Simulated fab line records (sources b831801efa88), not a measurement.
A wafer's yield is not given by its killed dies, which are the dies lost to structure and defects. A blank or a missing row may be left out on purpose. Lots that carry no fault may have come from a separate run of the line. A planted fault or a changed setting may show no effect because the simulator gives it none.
A lot that was struck, set against a sound lot    flow sky130    17 steps out of a route of 708
Sound: these wafers, L127.3, L127.4, L127.6. Struck: wafers L142.2, L142.5, L142.6. The cause comes at the end.
Each step with rows lists, per side, the tool, then ch with its chambers, then its first start. Under that, the readings that differ: sound wafers    struck wafers    difference of the means    sigmas: that difference in standard deviations of wafers without a fault.
alike: readings with means less than 2 such deviations apart, plus words and numbers identical on both sides. not compared: withheld readings, readings lacking a value on some wafer, bounds such as >300 that could conceal the same value, and numbers that have no deviation in the record and whose values overlap.
The two part at a step that has a row with sigmas, a row that says differs or no value, or rows on one side only. Non-overlapping numbers with no deviation appear without sigmas and do not part them. A reading that every wafer of one side lacks parts them only if that side has two wafers or more.

SKY_LDD_HVN_OVL_MEAS_07:
  sound on overlay-01 at day 22 08:35; struck on overlay-02 at day 27 08:57
  alike: LDD_HVN_OVL
following that, these wafers have no rows for 1 step: SKY_LDD_HVN_IMPLANT_08.
SKY_LDD_HVN_STRIP_09: strips in O2/N2.
  sound on plasma-asher-03 ch 0,1, day 22 08:47; struck on plasma-asher-02 ch 0,1, day 27 09:08
  alike: drypump-motor-current-A, oes-product-au, strip-time-to-endpoint-s
  not compared: rf-hours-counter-h
SKY_LDD_HVN_TW_MEAS_10:
  sound on film-metro-04 at day 22 08:53; struck on film-metro-01 at day 27 09:14
  alike: LDD_HVN_TW
then, 7 steps without rows for these wafers: SKY_LDD_HVP_DEHYDRATE_00 (time 60 s); SKY_LDD_HVP_HMDS_01 (prime time 60 s); SKY_LDD_HVP_COAT_02 (resist thk 300 nm); SKY_LDD_HVP_SOFTBAKE_03 (time 60 s); SKY_LDD_HVP_EXPOSE_04 (exposes mask HVPTM, target cd 700 nm); SKY_LDD_HVP_PEB_05; SKY_LDD_HVP_DEVELOP_06 (develop time 60 s).
SKY_LDD_HVP_OVL_MEAS_07:
  sound on overlay-02 at day 23 15:26; struck on overlay-01 at day 28 12:55
  alike: LDD_HVP_OVL
SKY_LDD_HVP_IMPLANT_08:
  sound on implanter-04 ch 0, day 23 15:31; struck on implanter-02 ch 0, day 28 12:58
reading             sound            struck             difference  sigmas
beam-on-s (s)       10.04 9.92 9.78  12.22 12.25 12.09  +2.27       +11
faraday-current-uA  95.2 96.5 98.2   78.3 78.4 79.7     -17.8       -9
SKY_LDD_HVP_STRIP_09: strips in O2/N2.
  sound on plasma-asher-04 ch 0,1, day 23 15:38; struck on plasma-asher-04 ch 0,1, day 28 13:05
  alike: drypump-motor-current-A, oes-product-au, strip-time-to-endpoint-s
  not compared: rf-hours-counter-h
SKY_LDD_HVP_TW_MEAS_10:
  sound on film-metro-04 at day 23 15:44; struck on film-metro-02 at day 28 13:12
reading     sound              struck             difference  sigmas
LDD_HVP_TW  446.5 449.3 449.3  481.3 479.7 482.5  +32.8       +11
then, 1 step without rows for these wafers: SKY_LDD_LDN_DEHYDRATE_00 (time 60 s).
-- record jumps: 22 days separate the struck wafers' starts on either side; left off in module LDD_LDN, taken up again in module PAD_OPEN, whose first shown step is the route's number 708 --
SKY_PAD_OPEN_PROBE_99:
  sound on prober-02 at day 47 04:32; struck on prober-01 at day 50 07:22
reading                         sound           struck          difference  sigmas
killed-at-other                 5 2 2           0 0 0           -3          -4
model.etest.tip_p_5v.rs-ohm-sq  2840 2833 2851  2435 2433 2435  -407        
  alike: killed_at_M0_to_M3, killed_at_M4_up, killed-at-contacts, killed-at-front-end, killed-dies, killed-open, killed-short

## WHERE THEY PART
At SKY_LDD_HVP_IMPLANT_08 first; at SKY_PAD_OPEN_PROBE_99 last (within this record only).

WHY: the cause the simulator had injected
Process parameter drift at SKY_LDD_HVP_IMPLANT_08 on implanter-02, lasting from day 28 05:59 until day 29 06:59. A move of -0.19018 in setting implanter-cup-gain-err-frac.
